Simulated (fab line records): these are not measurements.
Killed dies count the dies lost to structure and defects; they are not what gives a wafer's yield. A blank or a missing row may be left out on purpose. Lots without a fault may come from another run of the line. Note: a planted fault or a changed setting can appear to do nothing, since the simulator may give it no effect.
fab line records	flow gf180mcu
record lots=15	wafers=45	last-day=34
route steps=602 shown V2@386 V3@442
lots untouched by any fault: they come from a run of this same line in which no faults occurred
start-h: start of the lot's first displayed wafer, in hours after the record's first day	wait-h: how many hours have passed since the lot's step before this one	" the same as in the row above	L1.1+2: one row covering several wafers at once	- no value present, or no start provided	* or withheld: withheld	< > ~ a bound
route shown NAME@n: names a module that has steps shown in the file, with the first one's number in the route	usual: mean and standard deviation over wafers with no fault	same: alike in all rows	chamber/n: place in a boat	sites: the reading at each site	_std_site: their standard deviation	_edge_site: outer sites' mean less inner sites'	radius-mm: how far each site lies from the wafer's centre	mask NAME#n: copy n	behind: the last tool/chamber to shape the wafer	hold: reason for holding the lot/hours on hold/outcome of the hold	device: which transistor (n, p or np) failed to switch	end of line: at the end of the route, the tests of the same wafers	where a step has no rows: the recipe by itself	killed: dies lost to structure and defects at the first sort, not the wafer's yield	map: shows each die of a wafer: x if killed, . if not, _ if none is there
set.NAME: setting as actually run; set.NAME@STEP: the setting as run at that earlier step	model.NAME: the simulator's own value behind a step, which no gauge read
steps of the route over a sample of lots; a table a step, a row a wafer
services: when a tool's chamber went out of use (start-h, in hours from the record's first day, below 0 if earlier), for how many hours, and the reason
## steps
# step GF_V2_CMP_04
# recipe material=SiO2	down-force-psi=4	platen-rpm=60	pad-velocity-m-s=0.94248
# usual head-pressure-psi=4.001/0.0091	motor-current-A=12.1/0.67	platen-rpm=60.00/0.045	slurry-filter-dp-kPa=13.50/0.13	slurry-flow-ml-min=150.1/0.48	time-to-endpoint-s=76/4.8
lot.wafer	tool	chamber	start-h	wait-h	head-pressure-psi	motor-current-A	platen-rpm	slurry-filter-dp-kPa	slurry-flow-ml-min	time-to-endpoint-s
L667.2	cmp-02	3	436.65	0.1	4.011	11.7	59.98	13.68	149.9	73
L667.1	"	0	"	"	3.996	12.2	60.01	13.67	150.5	77
L667.3	"	1	"	"	4.006	12.2	59.99	13.55	149.8	78
L669.2	cmp-02	2	455.09	0.2	4.010	11.2	60.00	13.47	149.5	81
L669.6	"	3	"	"	4.006	12.2	60.07	13.85	150.4	85
L669.5	"	0	"	"	4.015	12.0	60.01	13.38	150.6	84
L670.1	cmp-01	1	461.69	0.1	4.003	11.8	60.01	13.51	150.2	74
L670.3	"	3	"	"	3.990	12.2	60.01	13.40	150.1	73
L670.6	"	0	"	"	4.017	13.2	60.00	13.39	150.4	85
L672.3	cmp-01	1	487.53	0.0	4.006	11.5	60.08	13.40	150.1	70
L672.1	"	0	"	"	3.998	12.3	60.03	13.65	150.3	78
L672.6	"	2	"	"	4.011	12.4	59.97	13.46	149.8	80
L673.2	cmp-01	1	493.73	0.1	3.995	11.3	60.01	13.61	150.6	74
L673.4	"	2	"	"	4.006	12.6	60.07	13.47	149.4	76
L673.3	"	3	"	"	4.001	12.6	59.96	13.54	150.6	71
L674.2	cmp-02	0	507.20	0.1	3.985	12.6	60.06	13.35	149.6	73
L674.3	"	1	"	"	4.003	12.6	59.98	13.48	150.0	66
L674.6	"	3	"	"	3.989	11.1	60.06	13.44	150.0	74
L675.3	cmp-01	3	515.04	0.1	4.008	12.4	60.03	13.29	150.2	73
L675.4	"	0	"	"	3.986	13.4	59.97	13.49	150.6	76
L675.5	"	2	"	"	3.985	12.0	60.00	13.59	150.2	75
L678.2	cmp-01	1	541.11	0.1	3.995	11.7	60.03	13.31	150.1	74
L678.1	"	0	"	"	3.992	12.7	60.01	13.62	150.7	75
L678.5	"	1	"	"	4.008	12.2	60.01	13.53	150.0	77
L681.4	cmp-01	3	564.55	0.0	3.989	13.0	59.88	13.57	150.4	76
L681.5	"	3	"	"	3.995	11.3	60.04	13.48	149.7	75
L681.6	"	0	"	"	3.987	11.9	60.01	13.36	149.3	80
L682.4	cmp-01	3	569.10	0.0	4.015	12.0	60.03	13.42	149.9	81
L682.2	"	1	"	"	3.998	11.3	60.04	13.26	150.5	74
L682.5	"	3	"	"	4.002	12.5	59.94	13.65	149.6	82
L683.1	cmp-01	2	575.80	0.1	4.002	12.2	59.98	13.51	150.0	75
L683.4	"	3	"	"	4.015	12.7	60.02	13.53	149.9	74
L683.3	"	0	"	"	4.009	12.4	60.05	13.40	150.0	73
L687.2	cmp-02	1	609.44	0.0	4.009	13.5	59.94	13.49	149.6	76
L687.4	"	2	"	"	3.999	11.0	59.93	13.37	150.6	84
L687.3	"	0	"	"	4.001	12.6	60.00	13.35	151.1	73
L688.2	cmp-01	0	609.79	0.0	4.014	12.8	60.03	13.30	150.5	77
L688.3	"	1	"	"	4.003	11.6	59.99	13.46	150.0	77
L688.1	"	2	"	"	4.002	12.0	60.00	13.78	149.8	64
L689.4	cmp-02	0	616.97	0.1	4.019	11.8	60.02	13.58	150.2	83
L689.1	"	1	"	"	4.014	12.8	59.98	13.42	150.2	75
L689.6	"	3	"	"	3.985	11.6	60.07	13.38	149.9	81
L690.4	cmp-01	2	626.97	0.1	4.010	12.4	59.95	13.47	150.4	76
L690.2	"	3	"	"	4.007	12.4	60.03	13.55	150.4	75
L690.5	"	0	"	"	3.999	12.2	59.91	13.37	150.6	80
# step GF_V2_ETCH_16
# recipe chemistry=N2/H2	target-depth-a=withheld	overetch-a=withheld	time-s=withheld	target=BARC	ion-energy-ev=200	source-w=500	bias-w=100	pressure-mtorr=30	n2-flow-sccm=100	h2-flow-sccm=200
# usual drypump-motor-current-A=5.7/0.36	oes-product-au=0.854/0.0047	throttle-valve-pct=13.224/0.0099
lot.wafer	tool	chamber	start-h	wait-h	drypump-motor-current-A	oes-product-au	throttle-valve-pct
L667.1	rie-diel-01	0	461.23	0.0	5.6	0.849	13.220
L667.2	"	3	"	"	5.7	0.850	13.214
L667.3	"	2	"	"	6.0	0.853	13.212
L669.2	rie-diel-03	2	479.53	0.0	5.6	0.856	13.243
L669.5	"	1	"	"	5.0	0.864	13.232
L669.6	"	0	"	"	5.8	0.860	13.226
L670.1	rie-diel-01	3	485.88	0.0	5.7	0.857	13.226
L670.3	"	1	"	"	5.0	0.859	13.230
L670.6	"	0	"	"	5.6	0.854	13.219
L672.1	rie-diel-02	0	511.56	0.0	6.1	0.851	13.235
L672.3	"	3	"	"	5.8	0.854	13.225
L672.6	"	0	"	"	6.0	0.856	13.199
L673.2	rie-diel-01	0	517.61	0.0	5.6	0.857	13.227
L673.3	"	1	"	"	5.0	0.850	13.223
L673.4	"	2	"	"	6.0	0.852	13.218
L674.2	rie-diel-03	1	530.61	0.0	5.0	0.844	13.223
L674.3	"	0	"	"	5.8	0.859	13.221
L674.6	"	3	"	"	6.2	0.850	13.231
L675.3	rie-diel-02	3	538.57	0.0	5.7	0.855	13.245
L675.4	"	3	"	"	5.8	0.854	13.246
L675.5	"	1	"	"	6.1	0.853	13.208
L678.1	rie-diel-03	0	563.26	0.0	5.7	0.844	13.222
L678.2	"	2	"	"	5.6	0.853	13.236
L678.5	"	2	"	"	5.6	0.852	13.230
L681.4	rie-diel-02	1	586.71	0.0	6.1	0.856	13.213
L681.5	"	1	"	"	6.1	0.860	13.220
L681.6	"	0	"	"	6.0	0.864	13.225
L682.2	rie-diel-01	2	591.13	0.0	6.0	0.851	13.225
L682.4	"	1	"	"	5.0	0.858	13.227
L682.5	"	1	"	"	5.0	0.857	13.220
L683.1	rie-diel-03	1	597.02	0.0	5.0	0.854	13.225
L683.3	"	3	"	"	6.2	0.854	13.210
L683.4	"	0	"	"	5.8	0.857	13.211
L687.2	rie-diel-02	2	630.56	0.0	5.5	0.861	13.226
L687.3	"	0	"	"	6.0	0.852	13.215
L687.4	"	1	"	"	6.1	0.850	13.235
L688.1	rie-diel-03	2	631.16	0.0	5.6	0.860	13.215
L688.2	"	0	"	"	5.8	0.847	13.222
L688.3	"	1	"	"	5.0	0.855	13.229
L689.1	rie-diel-03	2	638.17	0.0	5.6	0.863	13.223
L689.4	"	0	"	"	5.9	0.857	13.231
L689.6	"	0	"	"	5.7	0.855	13.228
L690.2	rie-diel-02	3	647.51	0.0	5.8	0.862	13.235
L690.4	"	0	"	"	6.0	0.865	13.209
L690.5	"	1	"	"	6.1	0.854	13.211
# step GF_V3_DEVELOP_13
# recipe develop-time-s=60	resist=KrF	dev-temp-c=21
# usual chill-plate-temp-C=23.03/0.098	develop-time-s=60/0	resist-line-temp-C=23.02/0.097
lot.wafer	tool	chamber	start-h	wait-h	chill-plate-temp-C	develop-time-s	resist-line-temp-C
L667.1	litho-track-03	0	511.32	0.2	22.98	60	22.92
L667.2	"	0	"	"	22.93	60	23.15
L667.3	"	0	"	"	23.03	60	22.95
L669.2	litho-track-02	0	529.64	0.2	23.09	60	23.07
L669.5	"	0	"	"	23.03	60	23.02
L669.6	"	0	"	"	23.06	60	23.11
L670.1	litho-track-02	0	534.12	0.2	23.09	60	23.02
L670.3	"	0	"	"	23.03	60	23.00
L670.6	"	0	"	"	22.99	60	23.19
L672.1	litho-track-03	0	559.07	0.2	23.07	60	22.88
L672.3	"	0	"	"	23.17	60	22.98
L672.6	"	0	"	"	23.16	60	22.94
L673.2	litho-track-03	0	565.74	0.2	23.15	60	23.03
L673.3	"	0	"	"	23.20	60	23.11
L673.4	"	0	"	"	23.19	60	23.06
L674.2	litho-track-02	0	577.59	0.2	22.96	60	23.08
L674.3	"	0	"	"	22.92	60	23.13
L674.6	"	0	"	"	22.81	60	23.00
L675.3	litho-track-02	0	585.82	0.1	23.25	60	23.04
L675.4	"	0	"	"	23.07	60	22.93
L675.5	"	0	"	"	23.15	60	22.99
L678.1	litho-track-03	0	609.52	0.2	22.96	60	23.01
L678.2	"	0	"	"	22.90	60	23.11
L678.5	"	0	"	"	22.96	60	23.09
L681.4	litho-track-03	-	630.99	0.1	-	-	-
L681.5	"	-	"	"	-	-	-
L681.6	"	-	"	"	-	-	-
L682.2	litho-track-04	-	635.03	0.2	-	-	-
L682.4	"	-	"	"	-	-	-
L682.5	"	-	"	"	-	-	-
L683.1	litho-track-04	-	640.95	0.2	-	-	-
L683.3	"	-	"	"	-	-	-
L683.4	"	-	"	"	-	-	-
L687.2	litho-track-04	0	672.48	0.2	22.94	60	23.25
L687.3	"	0	"	"	23.16	60	23.10
L687.4	"	0	"	"	22.84	60	22.99
L688.1	litho-track-04	0	672.80	0.2	23.15	60	23.10
L688.2	"	0	"	"	22.98	60	23.00
L688.3	"	0	"	"	23.10	60	23.06
L689.1	litho-track-04	0	678.95	0.2	23.01	60	23.05
L689.4	"	0	"	"	22.81	60	22.95
L689.6	"	0	"	"	23.02	60	23.01
L690.2	litho-track-04	0	689.13	0.2	23.11	60	23.09
L690.4	"	0	"	"	23.19	60	22.94
L690.5	"	0	"	"	23.17	60	22.89
## services
tool	chamber	start-h	hours	kind
cmp-02	-	419.25	1.3	repair
rie-diel-02	2	419.37	6.0	repair
rie-diel-03	2	448.49	16.6	repair
rie-diel-02	1	451.44	7.8	repair
rie-diel-03	1	458.55	11.0	repair
cmp-01	-	463.03	6.0	pm
rie-diel-03	2	471.14	2.2	repair
cmp-01	-	475.41	6.8	pm
cmp-02	-	476.21	0.8	repair
rie-diel-02	-	495.57	0.7	repair
rie-diel-01	3	499.86	5.6	repair
rie-diel-01	2	504.89	3.4	repair
cmp-01	-	506.81	0.4	repair
cmp-01	-	509.38	1.1	repair
rie-diel-02	0	510.35	1.2	repair
rie-diel-02	2	528.95	28.4	repair
cmp-02	-	529.00	1.0	repair
rie-diel-02	2	557.65	5.4	repair
cmp-02	-	573.79	4.0	pm
cmp-02	-	589.42	3.0	repair
cmp-01	-	627.89	1.1	repair
rie-diel-03	3	642.56	3.9	repair
rie-diel-02	0	654.67	14.8	repair
cmp-01	-	673.75	2.3	repair
## key
first-sign step=GF_V3_DEVELOP_13	reading=tool-record	direction=missing
effect none on later readings
met-at GF_V3_DEVELOP_13
struck-lots L681,L682,L683
later-rows-left-out L681.4,L681.5,L681.6,L682.2,L682.4,L682.5,L683.1,L683.3,L683.4
sort-left-out L681.4,L681.5,L681.6,L682.2,L682.4,L682.5,L683.1,L683.3,L683.4
not-acting-at GF_V2_CMP_04,GF_V2_ETCH_16
onset-between 609.52 630.99
fault kind=skipped-step-whole	tool=litho-track-03,litho-track-04	chamber=-	onset-h=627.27	steps=GF_V3_DEVELOP_13	scope=struck-lots-only
# sort-left-out: the simulated sort isn't trusted on such a fault, so these wafers' sort isn't shown, and their yield isn't known
# later-rows-left-out: the simulator's readings of these wafers behind a module that went badly wrong aren't trusted and aren't shown, but for the sort
